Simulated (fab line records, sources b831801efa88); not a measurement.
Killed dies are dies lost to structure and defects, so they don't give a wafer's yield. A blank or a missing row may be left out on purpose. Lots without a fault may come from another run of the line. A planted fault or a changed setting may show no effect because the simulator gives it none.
Chamber matching | flow gf180mcu | GF_POLY_GATE_ETCH_12 on rie_diel-02: 4 sister chambers
The step etches BARC in N2/H2. 4 wafers are shown with their chamber, then 7 later ones without.

WAFERS WITH THEIR CHAMBER
wafer  | chamber | drypump_motor_current_A (A)
L925.5 | 1       | 6.0
L926.6 | 3       | 5.6
L928.1 | 0       | 6.1
L928.5 | 2       | 6.3

WAFERS WITHOUT THEIR CHAMBER
wafer  | drypump_motor_current_A (A)
L928.6 | 5.6
L938.1 | 6.1
L938.2 | 6.2
L938.3 | 6.0
L940.2 | 6.1
L940.3 | 6.2
L940.5 | 6.2

WHICH CHAMBER EACH WENT THROUGH
wafer  | from the rows above          | in truth
L928.6 | 3                            | 3
L938.1 | can't be placed: 0 or 1      | 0
L938.2 | can't be placed: 2 or 0 or 1 | 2
L938.3 | can't be placed: 1 or 0      | 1
L940.2 | can't be placed: 0 or 1      | 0
L940.3 | can't be placed: 2 or 0 or 1 | 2
L940.5 | can't be placed: 2 or 0 or 1 | 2
Placed correctly: 1 of 7. Can't be placed from these rows: 6 (the true chamber is among the candidates in 6). Placed wrongly: 0.
How it was worked out, from the rows above alone: a wafer's distance from a chamber is the root of the sum, over the readings, of the square of ((its reading less the chamber's mean) divided by the reading's scatter). The wafer belongs to the nearest chamber; if the next one is less than 2 further off, it can't be placed. A chamber's mean is the mean of its shown wafers. The scatter: with one shown wafer a chamber, the root of the mean of the squares of how far each hidden wafer lies from its nearest shown one.
